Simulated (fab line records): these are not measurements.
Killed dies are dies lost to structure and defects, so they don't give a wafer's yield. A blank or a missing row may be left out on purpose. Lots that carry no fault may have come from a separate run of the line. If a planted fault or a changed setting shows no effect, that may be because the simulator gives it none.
fab line records + flow gf180mcu
[record]
- lots = 13
- wafers = 39
- last-day = 34
route steps=602 shown VT_IMPLANT@127 CONTACT@314 M2@379 V2@408
lots that met no fault: taken from a fault-free run of the same line
start-h: hours from the record's opening day to when the first of the lot's shown wafers began + wait-h: hours since the lot's step before + " the same as in the row above + L1.1+2: one row covering several wafers at once + - no value present, or no start provided + * or withheld: withheld + < > ~ a bound
route shown NAME@n: a module of which the file shows steps, and the number in the route of the first + usual: average and standard deviation across the fault-free wafers + same: alike in all rows + chamber/n: place in a boat + sites: the reading at each site + _std_site: standard deviation of those values + _edge_site: mean of outer sites minus mean of inner sites + radius-mm: how far each site lies from the wafer's centre + mask NAME#n: copy n + behind: the tool/chamber that last shaped the wafer + hold: why the lot went on hold/how many hours it stayed there/how the hold came to an end + device: whichever transistor did not switch (one of n, p or np) + end of line: the tests these same wafers got at the end of their route + a step with no rows: only its recipe + killed: at the first sort, the dies lost to defects and structure; wafer yield is something else + map: a wafer's dies, marking killed ones x, the rest . and places with no die _
set.NAME: the setting as run; set.NAME@STEP: as run at that earlier step + model.NAME: the simulator's own value behind a step, which no gauge read
one table for each step of the route and one row for each wafer, over a sample of lots
services: the hour from which a tool's chamber was out of use, counted from the record's first day as start-h (under 0 if before that day), plus the number of hours and why
[[steps]]
[step GF_VT_IMPLANT_EXPOSE_37]
[recipe]
- mask-id = Nwell_HV_AREA
- target-cd-nm = 860
- na = 0.6
- source-shape = conventional
- sigma-outer = 0.6
- dose-mj = 140
| lot.wafer  | tool             | chamber | start-h | wait-h | mask            |
|------------|------------------|---------|---------|--------|-----------------|
| L763.1+2+5 | iline-stepper-02 | 0       | 151.79  | -      | Nwell_HV_AREA#0 |
| L764.1+4+5 | iline-stepper-02 | 0       | 156.31  | -      | Nwell_HV_AREA#0 |
| L766.1+3+6 | iline-stepper-01 | 0       | 168.43  | -      | Nwell_HV_AREA#0 |
| L767.1+2+5 | iline-stepper-02 | 0       | 178.13  | -      | Nwell_HV_AREA#0 |
| L770.3+5+6 | iline-stepper-01 | 0       | 200.22  | -      | Nwell_HV_AREA#0 |
| L772.1+2+4 | iline-stepper-02 | 0       | 210.08  | -      | Nwell_HV_AREA#0 |
| L774.1+3+5 | iline-stepper-02 | 0       | 226.29  | -      | Nwell_HV_AREA#0 |
| L777.2+4+5 | iline-stepper-02 | 0       | 240.85  | -      | Nwell_HV_AREA#0 |
| L780.2+4+6 | iline-stepper-01 | 0       | 264.58  | -      | Nwell_HV_AREA#0 |
| L782.1+2+5 | iline-stepper-01 | 0       | 275.01  | -      | Nwell_HV_AREA#0 |
| L784.2+3+5 | iline-stepper-01 | 0       | 292.10  | -      | Nwell_HV_AREA#0 |
| L785.3+5+6 | iline-stepper-01 | 0       | 298.54  | -      | Nwell_HV_AREA#0 |
| L786.1+2+6 | iline-stepper-01 | 0       | 301.41  | -      | Nwell_HV_AREA#0 |
[step GF_VT_IMPLANT_OVL_MEAS_40]
[usual]
- VT_IMPLANT_03_OVL = -0.4/1.5
| lot.wafer | tool       | chamber | start-h | wait-h | VT_IMPLANT_03_OVL[nm] |
|-----------|------------|---------|---------|--------|-----------------------|
| L763.1    | overlay-01 | -       | 159.51  | 0.1    | 1.1                   |
| L763.2    | "          | -       | "       | "      | 1.8                   |
| L763.5    | "          | -       | "       | "      | 0.2                   |
| L764.1    | overlay-02 | -       | 163.75  | 0.1    | -2.1                  |
| L764.4    | "          | -       | "       | "      | -0.7                  |
| L764.5    | "          | -       | "       | "      | -1.9                  |
| L766.1    | overlay-02 | -       | 175.96  | 0.1    | 0.8                   |
| L766.3    | "          | -       | "       | "      | -0.8                  |
| L766.6    | "          | -       | "       | "      | 0.2                   |
| L767.1    | overlay-02 | -       | 185.45  | 0.1    | -0.2                  |
| L767.2    | "          | -       | "       | "      | -0.8                  |
| L767.5    | "          | -       | "       | "      | -1.6                  |
| L770.3    | overlay-01 | -       | 208.91  | 0.1    | 0.6                   |
| L770.5    | "          | -       | "       | "      | 0.3                   |
| L770.6    | "          | -       | "       | "      | -0.1                  |
| L772.1    | overlay-02 | -       | 218.21  | 0.1    | 218.7                 |
| L772.2    | "          | -       | "       | "      | 219.7                 |
| L772.4    | "          | -       | "       | "      | 218.0                 |
| L774.1    | overlay-01 | -       | 235.80  | 0.1    | 217.6                 |
| L774.3    | "          | -       | "       | "      | 216.7                 |
| L774.5    | "          | -       | "       | "      | 216.0                 |
| L777.2    | overlay-01 | -       | 249.66  | 0.1    | 216.3                 |
| L777.4    | "          | -       | "       | "      | 218.4                 |
| L777.5    | "          | -       | "       | "      | 217.3                 |
| L780.2    | overlay-02 | -       | 273.82  | 0.1    | 0.5                   |
| L780.4    | "          | -       | "       | "      | 3.5                   |
| L780.6    | "          | -       | "       | "      | 0.8                   |
| L782.1    | overlay-01 | -       | 284.40  | 0.1    | -0.2                  |
| L782.2    | "          | -       | "       | "      | 0.4                   |
| L782.5    | "          | -       | "       | "      | -0.1                  |
| L784.2    | overlay-02 | -       | 302.01  | 0.1    | -0.9                  |
| L784.3    | "          | -       | "       | "      | -1.1                  |
| L784.5    | "          | -       | "       | "      | -2.8                  |
| L785.3    | overlay-01 | -       | 308.32  | 0.1    | 1.5                   |
| L785.5    | "          | -       | "       | "      | 1.1                   |
| L785.6    | "          | -       | "       | "      | 0.6                   |
| L786.1    | overlay-01 | -       | 311.20  | 0.1    | 1.0                   |
| L786.2    | "          | -       | "       | "      | 1.4                   |
| L786.6    | "          | -       | "       | "      | 1.4                   |
[step GF_CONTACT_CMP_27]
[recipe]
- stop-on = SiO2
- down-force-psi = 3.5
- platen-rpm = 60
- t-overpolish-s = 15
- target-thk-nm = 0
- pad-velocity-m-s = 0.94248
[usual]
- motor-current-A = 10.7/0.93
- overpolish-run-s = 15.000/0.0092
- time-to-endpoint-s = 78/4.5
| lot.wafer | tool   | chamber | start-h | wait-h | motor-current-A | overpolish-run-s | time-to-endpoint-s |
|-----------|--------|---------|---------|--------|-----------------|------------------|--------------------|
| L763.2    | cmp-01 | 0       | 366.15  | 0.1    | 9.5             | 15.005           | 73                 |
| L763.1    | "      | 2       | "       | "      | 11.1            | 14.991           | 76                 |
| L763.5    | "      | 3       | "       | "      | 10.8            | 15.011           | 77                 |
| L764.1    | cmp-02 | 1       | 373.30  | 0.1    | 8.6             | 15.011           | 76                 |
| L764.4    | "      | 3       | "       | "      | 10.6            | 15.005           | 76                 |
| L764.5    | "      | 1       | "       | "      | 9.0             | 15.002           | 80                 |
| L766.1    | cmp-02 | 2       | 389.39  | 0.1    | 10.9            | 14.988           | 82                 |
| L766.3    | "      | 0       | "       | "      | 12.0            | 15.008           | 83                 |
| L766.6    | "      | 3       | "       | "      | 11.0            | 15.000           | 76                 |
| L767.2    | cmp-02 | 1       | 400.00  | 0.0    | 8.8             | 14.996           | 79                 |
| L767.1    | "      | 0       | "       | "      | 12.1            | 15.001           | 80                 |
| L767.5    | "      | 1       | "       | "      | 8.9             | 15.024           | 79                 |
| L770.3    | cmp-02 | 3       | 432.05  | 0.1    | 10.8            | 15.012           | 78                 |
| L770.6    | "      | 2       | "       | "      | 11.0            | 15.018           | 83                 |
| L770.5    | "      | 3       | "       | "      | 10.5            | 15.008           | 77                 |
| L772.1    | cmp-01 | 2       | 445.94  | 0.1    | 11.2            | 15.000           | 76                 |
| L772.4    | "      | 3       | "       | "      | 10.8            | 14.989           | 74                 |
| L772.2    | "      | 0       | "       | "      | 9.2             | 15.012           | 72                 |
| L774.3    | cmp-02 | 0       | 469.29  | 0.1    | 11.6            | 14.996           | 85                 |
| L774.1    | "      | 1       | "       | "      | 9.3             | 14.990           | 79                 |
| L774.5    | "      | 3       | "       | "      | 11.5            | 14.992           | 80                 |
| L777.4    | cmp-02 | 3       | 488.90  | 0.1    | 11.1            | 15.000           | 78                 |
| L777.2    | "      | 0       | "       | "      | 11.9            | 15.010           | 83                 |
| L777.5    | "      | 2       | "       | "      | 11.1            | 14.985           | 83                 |
| L780.2    | cmp-02 | 2       | 520.15  | 0.0    | 11.5            | 15.000           | 84                 |
| L780.4    | "      | 1       | "       | "      | 8.9             | 15.003           | 82                 |
| L780.6    | "      | 2       | "       | "      | 11.2            | 15.001           | 82                 |
| L782.1    | cmp-01 | 2       | 527.55  | 0.1    | 10.9            | 15.005           | 74                 |
| L782.2    | "      | 3       | "       | "      | 10.7            | 15.005           | 74                 |
| L782.5    | "      | 2       | "       | "      | 10.5            | 15.017           | 76                 |
| L784.3    | cmp-01 | 3       | 548.20  | 0.1    | 10.9            | 14.985           | 74                 |
| L784.2    | "      | 1       | "       | "      | 11.8            | 15.010           | 73                 |
| L784.5    | "      | 2       | "       | "      | 10.9            | 14.999           | 76                 |
| L785.3    | cmp-02 | 3       | 552.80  | 0.0    | 11.1            | 15.004           | 81                 |
| L785.5    | "      | 3       | "       | "      | 10.7            | 14.986           | 83                 |
| L785.6    | "      | 0       | "       | "      | 11.4            | 14.999           | 90                 |
| L786.2    | cmp-01 | 3       | 560.14  | 0.0    | 10.3            | 14.999           | 77                 |
| L786.1    | "      | 1       | "       | "      | 11.5            | 14.992           | 76                 |
| L786.6    | "      | 3       | "       | "      | 10.4            | 15.016           | 76                 |
[step GF_M2_STRIP_17]
[recipe]
- chemistry = O2/N2
- power-w = 1400
- pressure-mtorr = 1500
- platen-temp-c = 250
- o2-flow-sccm = 3000
- n2-flow-sccm = 300
- overash-fraction = 0.5
[usual]
- drypump-motor-current-A = 5.7/0.46
- heater-power-w = 305/31
- oes-product-au = 0.558/0.0054
- platen-temp-c = 250.00/0.17
- strip-time-to-endpoint-s = 7.88/0.056
| lot.wafer | tool            | chamber | start-h | wait-h | drypump-motor-current-A | heater-power-w | oes-product-au | platen-temp-c | rf-hours-counter-h | strip-time-to-endpoint-s |
|-----------|-----------------|---------|---------|--------|-------------------------|----------------|----------------|---------------|--------------------|--------------------------|
| L763.1    | plasma-asher-01 | 0       | 439.72  | 0.1    | 6.3                     | 253            | 0.559          | 249.79        | 34                 | 7.98                     |
| L763.2    | "               | 1       | "       | "      | 5.1                     | 335            | 0.558          | 249.93        | 34                 | 7.87                     |
| L763.5    | "               | 1       | "       | "      | 5.1                     | 334            | 0.553          | 250.16        | -                  | 7.87                     |
| L764.1    | plasma-asher-02 | 1       | 448.06  | 0.1    | 6.1                     | 339            | 0.552          | 249.96        | 62                 | 7.85                     |
| L764.4    | "               | 0       | "       | "      | 5.7                     | 301            | 0.557          | 249.94        | -                  | 8.02                     |
| L764.5    | "               | 0       | "       | "      | 5.6                     | 306            | 0.555          | 249.87        | -                  | 7.92                     |
| L766.1    | plasma-asher-02 | 1       | 465.31  | 0.1    | 6.2                     | 325            | 0.564          | 250.10        | 63                 | 7.87                     |
| L766.3    | "               | 1       | "       | "      | 6.2                     | 337            | 0.555          | 250.22        | -                  | 7.85                     |
| L766.6    | "               | 1       | "       | "      | 6.2                     | 330            | 0.556          | 250.11        | -                  | 7.85                     |
| L767.1    | plasma-asher-03 | 1       | 476.61  | 0.1    | 5.1                     | 303            | 0.559          | 250.05        | 5                  | 7.82                     |
| L767.2    | "               | 0       | "       | "      | 5.9                     | 321            | 0.563          | 249.76        | 5                  | 7.84                     |
| L767.5    | "               | 1       | "       | "      | 5.1                     | 301            | 0.549          | 250.13        | -                  | 7.84                     |
| L770.3    | plasma-asher-01 | 1       | 508.70  | 0.1    | 5.1                     | 332            | 0.552          | 250.02        | -                  | 7.93                     |
| L770.5    | "               | 0       | "       | "      | 6.2                     | 247            | 0.555          | 250.23        | -                  | 7.86                     |
| L770.6    | "               | 1       | "       | "      | 5.1                     | 339            | 0.566          | 249.87        | -                  | 7.97                     |
| L772.1    | plasma-asher-01 | 1       | 519.93  | 0.2    | 5.1                     | 342            | 0.566          | 249.98        | 43                 | 7.84                     |
| L772.2    | "               | 0       | "       | "      | 6.2                     | 241            | 0.557          | 249.92        | 43                 | 7.85                     |
| L772.4    | "               | 1       | "       | "      | 5.1                     | 333            | 0.562          | 249.76        | -                  | 7.84                     |
| L774.1    | plasma-asher-01 | 0       | 542.71  | 0.1    | 6.2                     | 246            | 0.563          | 250.33        | 45                 | 7.89                     |
| L774.3    | "               | 1       | "       | "      | 5.1                     | 339            | 0.555          | 250.26        | -                  | 7.91                     |
| L774.5    | "               | 0       | "       | "      | 6.2                     | 244            | 0.562          | 250.56        | -                  | 7.88                     |
| L777.2    | plasma-asher-03 | 1       | 561.72  | 0.1    | 5.1                     | 301            | 0.569          | 249.80        | 14                 | 7.84                     |
| L777.4    | "               | 1       | "       | "      | 5.1                     | 303            | 0.560          | 250.13        | -                  | 7.86                     |
| L777.5    | "               | 1       | "       | "      | 5.1                     | 299            | 0.549          | 249.97        | -                  | 7.87                     |
| L780.2    | plasma-asher-03 | 0       | 589.91  | 0.1    | 5.9                     | 320            | 0.553          | 249.98        | 17                 | 7.88                     |
| L780.4    | "               | 0       | "       | "      | 5.9                     | 323            | 0.554          | 249.82        | -                  | 7.86                     |
| L780.6    | "               | 0       | "       | "      | 5.9                     | 324            | 0.553          | 249.98        | -                  | 7.89                     |
| L782.1    | plasma-asher-02 | 0       | 596.57  | 0.1    | 5.7                     | 306            | 0.555          | 249.75        | 78                 | 7.90                     |
| L782.2    | "               | 1       | "       | "      | 6.2                     | 333            | 0.548          | 250.03        | 78                 | 7.76                     |
| L782.5    | "               | 1       | "       | "      | 6.1                     | 323            | 0.563          | 250.01        | -                  | 7.94                     |
| L784.2    | plasma-asher-03 | 1       | 616.41  | 0.1    | 5.1                     | 299            | 0.557          | 249.93        | 20                 | 7.82                     |
| L784.3    | "               | 1       | "       | "      | 5.1                     | 297            | 0.554          | 249.74        | -                  | 7.83                     |
| L784.5    | "               | 1       | "       | "      | 5.1                     | 302            | 0.555          | 250.13        | -                  | 7.85                     |
| L785.3    | plasma-asher-01 | 1       | 620.50  | 0.1    | 5.1                     | 333            | 0.566          | 249.98        | -                  | 7.98                     |
| L785.5    | "               | 1       | "       | "      | 5.1                     | 337            | 0.556          | 250.05        | -                  | 7.96                     |
| L785.6    | "               | 0       | "       | "      | 6.2                     | 251            | 0.558          | 249.68        | -                  | 7.88                     |
| L786.1    | plasma-asher-01 | 1       | 625.11  | 0.1    | 5.1                     | 335            | 0.550          | 250.02        | 55                 | 7.84                     |
| L786.2    | "               | 0       | "       | "      | 6.2                     | 247            | 0.553          | 249.97        | 55                 | 7.87                     |
| L786.6    | "               | 0       | "       | "      | 6.2                     | 241            | 0.550          | 249.98        | -                  | 7.87                     |
[step GF_V2_CMP_26]
[recipe]
- stop-on = SiO2
- down-force-psi = 3.5
- platen-rpm = 60
- t-overpolish-s = 15
- target-thk-nm = 0
- pad-velocity-m-s = 0.94248
[usual]
- motor-current-A = 10.7/0.84
- overpolish-run-s = 14.998/0.0088
- time-to-endpoint-s = 86/5
| lot.wafer | tool   | chamber | start-h | wait-h | motor-current-A | overpolish-run-s | time-to-endpoint-s |
|-----------|--------|---------|---------|--------|-----------------|------------------|--------------------|
| L763.1    | cmp-02 | 3       | 466.02  | 0.1    | 10.9            | 15.003           | 87                 |
| L763.2    | "      | 0       | "       | "      | 11.5            | 15.013           | 95                 |
| L763.5    | "      | 2       | "       | "      | 11.2            | 14.995           | 91                 |
| L764.1    | cmp-02 | 2       | 474.96  | 0.1    | 11.3            | 14.995           | 93                 |
| L764.4    | "      | 3       | "       | "      | 11.2            | 14.990           | 88                 |
| L764.5    | "      | 1       | "       | "      | 8.6             | 14.994           | 90                 |
| L766.3    | cmp-02 | 1       | 492.31  | 0.0    | 9.2             | 15.011           | 85                 |
| L766.1    | "      | 3       | "       | "      | 11.2            | 14.989           | 85                 |
| L766.6    | "      | 2       | "       | "      | 11.3            | 14.990           | 89                 |
| L767.2    | cmp-02 | 2       | 502.05  | 0.0    | 11.9            | 15.000           | 95                 |
| L767.1    | "      | 1       | "       | "      | 8.7             | 15.013           | 91                 |
| L767.5    | "      | 3       | "       | "      | 11.1            | 14.997           | 90                 |
| L770.3    | cmp-02 | 2       | 534.50  | 0.2    | 11.0            | 14.999           | 93                 |
| L770.5    | "      | 3       | "       | "      | 11.0            | 14.996           | 91                 |
| L770.6    | "      | 0       | "       | "      | 11.7            | 14.992           | 93                 |
| L772.1    | cmp-01 | 1       | 545.65  | 0.1    | 11.4            | 14.997           | 86                 |
| L772.2    | "      | 3       | "       | "      | 10.5            | 14.982           | 87                 |
| L772.4    | "      | 0       | "       | "      | 10.0            | 14.999           | 84                 |
| L774.3    | cmp-02 | 0       | 567.06  | 0.1    | 11.8            | 14.988           | 93                 |
| L774.1    | "      | 1       | "       | "      | 9.4             | 14.995           | 87                 |
| L774.5    | "      | 2       | "       | "      | 11.3            | 14.990           | 99                 |
| L777.4    | cmp-02 | 0       | 585.32  | 0.0    | 11.9            | 14.981           | 92                 |
| L777.2    | "      | 3       | "       | "      | 10.8            | 15.012           | 85                 |
| L777.5    | "      | 1       | "       | "      | 9.5             | 15.011           | 86                 |
| L780.2    | cmp-01 | 2       | 613.90  | 0.1    | 10.4            | 15.001           | 80                 |
| L780.4    | "      | 0       | "       | "      | 10.0            | 15.005           | 76                 |
| L780.6    | "      | 2       | "       | "      | 10.9            | 15.005           | 82                 |
| L782.1    | cmp-01 | 3       | 619.73  | 0.1    | 11.0            | 14.986           | 82                 |
| L782.2    | "      | 0       | "       | "      | 9.7             | 15.000           | 80                 |
| L782.5    | "      | 2       | "       | "      | 11.0            | 14.988           | 83                 |
| L784.3    | cmp-01 | 2       | 639.70  | 0.1    | 10.9            | 14.991           | 79                 |
| L784.2    | "      | 3       | "       | "      | 10.4            | 14.997           | 82                 |
| L784.5    | "      | 0       | "       | "      | 10.1            | 14.989           | 77                 |
| L785.3    | cmp-02 | 0       | 642.99  | 0.1    | 12.6            | 15.014           | 88                 |
| L785.6    | "      | 3       | "       | "      | 10.4            | 15.002           | 83                 |
| L785.5    | "      | 0       | "       | "      | 11.7            | 14.980           | 87                 |
| L786.2    | cmp-01 | 0       | 647.61  | 0.1    | 10.4            | 15.002           | 80                 |
| L786.1    | "      | 1       | "       | "      | 11.5            | 15.002           | 81                 |
| L786.6    | "      | 3       | "       | "      | 10.8            | 15.004           | 84                 |
[[services]]
| tool   | chamber | start-h | hours | kind   |
|--------|---------|---------|-------|--------|
| cmp-02 | -       | 134.77  | 20.1  | pm     |
| cmp-01 | -       | 155.91  | 6.1   | repair |
| cmp-02 | -       | 158.05  | 2.4   | repair |
| cmp-02 | -       | 163.72  | 0.3   | repair |
| cmp-01 | -       | 172.70  | 9.9   | pm     |
| cmp-01 | -       | 184.68  | 7.0   | pm     |
| cmp-01 | -       | 194.39  | 0.5   | repair |
| cmp-01 | -       | 196.39  | 1.8   | repair |
| cmp-02 | -       | 219.90  | 3.8   | repair |
| cmp-02 | -       | 223.69  | 5.9   | pm     |
| cmp-02 | -       | 232.00  | 4.0   | pm     |
| cmp-01 | -       | 236.27  | 5.5   | pm     |
| cmp-02 | -       | 264.98  | 0.7   | repair |
| cmp-02 | -       | 351.81  | 0.5   | repair |
| cmp-02 | -       | 366.06  | 4.9   | pm     |
| cmp-02 | -       | 376.04  | 1.6   | repair |
| cmp-02 | -       | 382.24  | 1.5   | repair |
| cmp-02 | -       | 426.71  | 0.7   | repair |
| cmp-02 | -       | 428.71  | 0.8   | repair |
| cmp-02 | -       | 451.25  | 3.4   | repair |
| cmp-02 | -       | 544.26  | 2.0   | repair |
| cmp-02 | -       | 572.17  | 4.0   | pm     |
| cmp-02 | -       | 592.09  | 4.7   | pm     |
| cmp-02 | -       | 630.82  | 0.3   | repair |
[[key]]
[first-sign]
- step = GF_VT_IMPLANT_OVL_MEAS_40
- reading = VT_IMPLANT_03_OVL
- direction = up
- sigmas = 99+
- usual = -0.4
- struck = 217.6
effect none on later readings
met-at GF_VT_IMPLANT_EXPOSE_37
struck-lots L772,L774,L777
tester-left-out L772,L774,L777
not-acting-at GF_CONTACT_CMP_27,GF_M2_STRIP_17,GF_V2_CMP_26
onset-between 178.13 210.08
[fault]
- kind = scanner-matching-overlay
- tool = iline-stepper-02
- chamber = -
- onset-h = 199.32
- steps = GF_VT_IMPLANT_EXPOSE_37
- offset = 218.98
// tester-left-out: of these lots the tester's yield and bins aren't shown, on N5 and GAA mostly nor the transistor test; their killed dies are dies lost to structure and defects alone, not to doping, threshold or leakage, so they don't give the yield
